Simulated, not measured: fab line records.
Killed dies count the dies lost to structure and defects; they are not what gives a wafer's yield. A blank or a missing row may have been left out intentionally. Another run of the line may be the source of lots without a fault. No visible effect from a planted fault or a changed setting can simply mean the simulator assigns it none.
One fault seen from 2 desks | flow gf180mcu | every desk sees just its own numbers, and what lay behind them comes last

## THE METROLOGY DESK
What the gauges read, lot by lot, whatever tool the lot ran on: means of the sampled wafers that have a number. The brackets show how far a lot's mean lies from the usual mean; more than 4 standard deviations puts the lot out of limits, marked OUT.
Columns: A = V3_W_THK at GF_V3_THK_MEAS_25, usual 344 nm; B = cd-nm at GF_V4_CD_MEAS_14, usual 260.4 nm
lot  | first seen here | A   | B
L266 | day 22 18:33    | 348 | 258.7
L267 | day 23 00:18    | 344 | 261.5
L274 | day 25 16:25    | 352 | 259.1
L275 | day 25 22:02    | 344 | 259.9
L277 | day 26 15:15    | 344 | 262.3
L278 | day 27 04:28    | 345 | 259.6
L280 | day 27 11:31    | 349 | 260.9
L281 | day 27 23:14    | 338 | 260.1
L282 | day 28 05:32    | 344 | 263.6
L283 | day 28 11:56    | 352 | 252.7 (-5.1) OUT
L284 | day 28 17:40    | 339 | 251.2 (-6.2) OUT
L285 | day 28 23:29    | 347 | 256.4
L288 | day 29 18:10    | 341 | 260.2
Finding of this desk: L283, L284 out of limits; the first was L283 at day 30 03:34, on cd-nm at GF_V4_CD_MEAS_14. Within limits: L266, L267, L274, L275, L277, L278, L280, L281, L282, L285, L288.

## THE TOOL OWNER'S DESK: litho-track-03
The tool's own readings at GF_V4_SOFTBAKE_10 (time 60 s): means of the sampled wafers that have a number, for each lot that ran on this tool. The brackets show how far a lot's mean lies from the usual mean; more than 4 standard deviations puts the lot out of limits, marked OUT.
Columns: A = heater-power-total-W at GF_V4_SOFTBAKE_10, usual 93.05 W; B = plate-temp-C at GF_V4_SOFTBAKE_10, usual 130.02 C
lot  | first seen here | A               | B
L278 | day 28 12:00    | 93.05           | 129.81
L280 | day 28 18:00    | 93.07           | 130.04
L283 | day 29 17:00    | 89.48 (-56) OUT | 126.38 (-26) OUT
L284 | day 30 00:00    | 89.53 (-55) OUT | 126.34 (-26) OUT
L285 | day 30 06:00    | 89.56 (-54) OUT | 126.24 (-27) OUT
Finding of this desk: L283, L284, L285 out of limits; the first was L283 at day 29 17:00, on heater-power-total-W at GF_V4_SOFTBAKE_10. Within limits: L278, L280.

## BROUGHT TOGETHER
At day 29 17:00, on L283, L284, L285, the tool owner's desk was in a position to raise an alarm.
Metrology desk: alarm possible at day 30 03:34 on L283, L284.
The metrology desk holds a record of L285, inside its limits.
Every lot named ran GF_V4_SOFTBAKE_10 on litho-track-03.

## WHAT WAS PUT IN BY THE SIMULATOR
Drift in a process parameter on litho-track-03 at GF_V4_SOFTBAKE_10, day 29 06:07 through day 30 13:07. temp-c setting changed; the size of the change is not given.
Shown lots that were struck: L283, L284, L285.
Fault start to first reading out of limits, in hours, per desk: tool owner, 11; metrology, 21.
